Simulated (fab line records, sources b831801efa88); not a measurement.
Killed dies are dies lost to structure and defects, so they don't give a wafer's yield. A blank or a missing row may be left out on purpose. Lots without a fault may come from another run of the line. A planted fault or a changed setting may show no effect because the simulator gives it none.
Which tool did it? | flow gf180mcu | 6 lots, 18 wafers sampled, at 1 step of a route of 602

WHAT THE GAUGES READ, wafer by wafer
GF_V5_THK_MEAS_03.
lot  | measured     | on            | V5_CVD_02_THK (nm)
L121 | day 26 14:46 | film_metro-01 | 1437 1482 1507
L122 | day 27 06:12 | film_metro-04 | 1428 1452 1475
L131 | day 29 20:08 | film_metro-03 | 1457 1448 1466
L135 | day 30 18:44 | film_metro-03 | 1456 1471 1473
L138 | day 31 16:43 | film_metro-04 | 1452 1468 1506
L141 | day 32 13:28 | film_metro-03 | 1450 1443 1476

WHICH TOOL RAN EACH LOT (tool, then ch and the chambers of the sampled wafers, then the start)
The record holds no process step before these readings.

THE ANSWER, worked out from the rows above alone
Rule: what is usual is taken from the lots themselves. Put in order of their means at a reading, lots are off if they are a third of the lots or fewer, leave a main group of 4 or more, and stand apart from it by a gap of 3 or more times the standard deviation of the main group's means; of several such gaps the widest counts. A main group whose means are all the same, to the digits that the tables above print for the reading, isn't used. A lot without any number at a reading at which 4 lots or more have one is off too. The other lots that the step has rows for count as sound.
No lot is off at any reading shown: from this, nothing can be told.

WHAT THE SIMULATOR HAD PUT IN
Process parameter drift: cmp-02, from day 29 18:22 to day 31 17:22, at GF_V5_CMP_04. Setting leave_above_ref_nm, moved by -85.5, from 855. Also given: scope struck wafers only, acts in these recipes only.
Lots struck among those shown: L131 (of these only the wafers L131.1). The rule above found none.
